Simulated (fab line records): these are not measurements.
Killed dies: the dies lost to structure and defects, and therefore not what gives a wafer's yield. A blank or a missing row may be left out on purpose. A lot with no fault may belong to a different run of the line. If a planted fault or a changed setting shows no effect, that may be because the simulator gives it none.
Which tool is to blame? ; flow gf180mcu ; 39 wafers from 13 lots sampled at 5 of the route's 602 steps

## WHAT THE GAUGES READ, wafer by wafer
GF_VT_IMPLANT_OVL_MEAS_40. Usual: for VT_IMPLANT_03_OVL the level is 0.6 nm and the standard deviation is 1.4.
lot;measured;on;VT_IMPLANT_03_OVL (nm);flag
L516;day 7 16:24;overlay-02;1.8 0.5 0.7;
L517;day 7 21:28;overlay-01;0.4 -0.5 -0.1;
L518;day 8 01:08;overlay-02;0.3 0.4 1.4;
L519;day 8 13:04;overlay-01;-0.7 1.7 0.5;
L520;day 8 17:14;overlay-01;-0.1 0.9 -0.3;
L523;day 9 09:25;overlay-02;0.5 -0.8 -0.2;
L524;day 9 18:22;overlay-01;-2.3 0.6 -0.6;
L527;day 10 15:11;overlay-02;1.4 1.4 2.2;
L528;day 11 02:55;overlay-02;2.4 -0.4 -0.5;
L536;day 13 02:11;overlay-01;-0.2 1.2 1.3;
L537;day 13 10:19;overlay-02;-1.0 0.2 -2.5;
L538;day 13 13:11;overlay-02;1.5 1.1 2.0;
L539;day 14 01:59;overlay-02;0.2 0.0 1.8;

GF_HV_LDD_TW_MEAS_11. Usual: for HV_LDD_TW the level is 2439 and the standard deviation is 45.
lot;measured;on;HV_LDD_TW;flag
L516;day 10 02:52;film metro-02;2465 2450 2464;
L517;day 10 09:03;film metro-02;2455 2454 2454;
L518;day 10 12:21;film metro-04;2442 2462 2449;
L519;day 11 04:43;film metro-02;2485 2471 2486;
L520;day 11 11:42;film metro-04;2459 2451 2443;
L523;day 12 01:44;film metro-02;2485 2491 2477;
L524;day 12 14:05;film metro-02;2496 2488 2476;
L527;day 13 12:27;film metro-03;2361 2360 2370;
L528;day 14 02:18;film metro-02;2457 2471 2454;
L536;day 16 07:37;film metro-02;2477 2461 2472;
L537;day 16 11:29;film metro-04;2450 2457 2456;
L538;day 16 14:42;film metro-04;2450 2467 2449;
L539;day 17 03:06;film metro-04;2450 2432 2442;

GF_HV_LDD_RS_MEAS_53: uses a four-point probe to measure. Usual: for HV_LDD_RS the level is 418.7 ohm/sq and the standard deviation is 1.2.
lot;measured;on;HV_LDD_RS (ohm/sq);flag
L516;day 12 11:10;film metro-03;418.4 418.1 416.6;
L517;day 12 18:19;film metro-02;418.6 418.4 418.2;
L518;day 12 21:47;film metro-03;420.0 420.0 420.6;
L519;day 13 15:30;film metro-04;419.6 418.4 418.0;
L520;day 13 23:01;film metro-03;419.6 419.6 419.6;
L523;day 14 14:17;film metro-03;420.1 419.4 420.1;
L524;day 15 03:52;film metro-02;416.4 417.8 417.9;
L527;day 16 04:22;film metro-03;406.9 406.7 405.9;OFF
L528;day 17 03:04;film metro-02;406.7 407.9 407.2;OFF
L536;day 19 06:58;film metro-02;416.4 417.9 417.2;
L537;day 19 11:07;film metro-02;418.5 418.6 419.3;
L538;day 19 14:14;film metro-02;418.0 417.7 418.5;
L539;day 20 03:32;film metro-03;420.2 419.8 418.9;

## EACH LOT AND THE TOOL THAT RAN IT (in order: tool; ch and the chambers of the sampled wafers; start)
lot;GF_DUAL_GATE_STRIP_13;GF_HV_LDD_IMPLANT_33
L516;plasma asher-03 ch 0,1, day 8 11:47;implanter-03 ch 0, day 11 14:53
L517;plasma asher-02 ch 0,1, day 8 16:47;implanter-04 ch 0, day 11 22:06
L518;plasma asher-02 ch 0, day 8 20:43;implanter-03 ch 0, day 12 01:13
L519;plasma asher-03 ch 0,1, day 9 08:16;implanter-03 ch 0, day 12 19:12
L520;plasma asher-02 ch 0,1, day 9 13:47;implanter-03 ch 0, day 13 02:02
L523;plasma asher-04 ch 0,1, day 10 05:16;implanter-03 ch 0, day 13 16:58
L524;plasma asher-03 ch 0,1, day 10 14:49;implanter-04 ch 0, day 14 06:02
L527;plasma asher-04 ch 0,1, day 11 15:43;implanter-04 ch 0, day 15 05:44
L528;plasma asher-02 ch 0,1, day 12 02:04;implanter-04 ch 0, day 15 21:41
L536;plasma asher-04 ch 0,1, day 14 03:35;implanter-03 ch 0, day 18 06:23
L537;plasma asher-03 ch 0,1, day 14 09:49;implanter-02 ch 0, day 18 10:02
L538;plasma asher-02 ch 0,1, day 14 12:36;implanter-03 ch 0, day 18 12:34
L539;plasma asher-04 ch 0,1, day 15 02:15;implanter-04 ch 0, day 19 02:15
- GF_DUAL_GATE_STRIP_13: strips in O2/N2.
- GF_HV_LDD_IMPLANT_33

## WHAT THE TOOLS THEMSELVES READ (means of the sampled wafers that have a number; where no wafer has one, the mark that the record gives instead)
GF_DUAL_GATE_STRIP_13. Usual: drypump motor current A 5.6 A, standard deviation 0.45; heater power w 356 W, standard deviation 21; oes product au 0.716 a.u., standard deviation 0.0042; strip time to endpoint s 12.62 s, standard deviation 0.035.
lot;tool;drypump motor current A (A);heater power w (W);oes product au (a.u.);strip time to endpoint s (s);flag
L516;plasma asher-03;6.1;364;0.719;12.59;
L517;plasma asher-02;5.8;354;0.719;12.60;
L518;plasma asher-02;6.0;361;0.718;12.61;
L519;plasma asher-03;6.1;360;0.712;12.62;
L520;plasma asher-02;5.7;341;0.718;12.65;
L523;plasma asher-04;5.2;358;0.716;12.67;
L524;plasma asher-03;6.0;383;0.711;12.67;
L527;plasma asher-04;5.2;350;0.716;12.64;
L528;plasma asher-02;5.7;341;0.719;12.64;
L536;plasma asher-04;5.2;350;0.713;12.59;
L537;plasma asher-03;6.1;363;0.711;12.58;
L538;plasma asher-02;5.9;355;0.713;12.53;
L539;plasma asher-04;5.5;358;0.715;12.62;

GF_HV_LDD_IMPLANT_33. Usual: beam energy keV 60.001, standard deviation 0.015; dose ions cm2 7.501e+12, standard deviation 7.7e+09.
lot;tool;beam energy keV;dose ions cm2;flag
L516;implanter-03;59.996;7.505e+12;
L517;implanter-04;59.992;7.494e+12;
L518;implanter-03;59.992;7.501e+12;
L519;implanter-03;60.006;7.503e+12;
L520;implanter-03;60.006;7.504e+12;
L523;implanter-03;59.996;7.508e+12;
L524;implanter-04;59.998;7.500e+12;
L527;implanter-04;68.883;7.498e+12;OFF
L528;implanter-04;68.878;7.504e+12;OFF
L536;implanter-03;59.998;7.497e+12;
L537;implanter-02;59.996;7.500e+12;
L538;implanter-03;59.999;7.506e+12;
L539;implanter-04;59.994;7.506e+12;

## THE ANSWER, worked out from the rows above alone
Rule: lot off if the mean of its wafers having a number is beyond 3 standard deviations from the usual mean. Also off: a lot with no number at a reading for which 4 or more lots have one. Any other lot the step has rows for is counted as sound. First the gauges in route order, then the tools' own readings, where a lot's mean is used as printed above. At the first step where some lot is off, the reading lying furthest off is the one used; lots without a number count as furthest.
Off: L527, L528, at GF_HV_LDD_RS_MEAS_53 (HV_LDD_RS).
A tool fits if, at a process step before that reading, it ran every lot that is off, and no sound lot after the first of them. The gauges at GF_HV_LDD_RS_MEAS_53 aren't tried: what is off there is off at GF_HV_LDD_IMPLANT_33 too, on other tools, and a gauge's error can't cause that. Not one of the candidates tried fits.

## WHAT THE SIMULATOR PUT IN
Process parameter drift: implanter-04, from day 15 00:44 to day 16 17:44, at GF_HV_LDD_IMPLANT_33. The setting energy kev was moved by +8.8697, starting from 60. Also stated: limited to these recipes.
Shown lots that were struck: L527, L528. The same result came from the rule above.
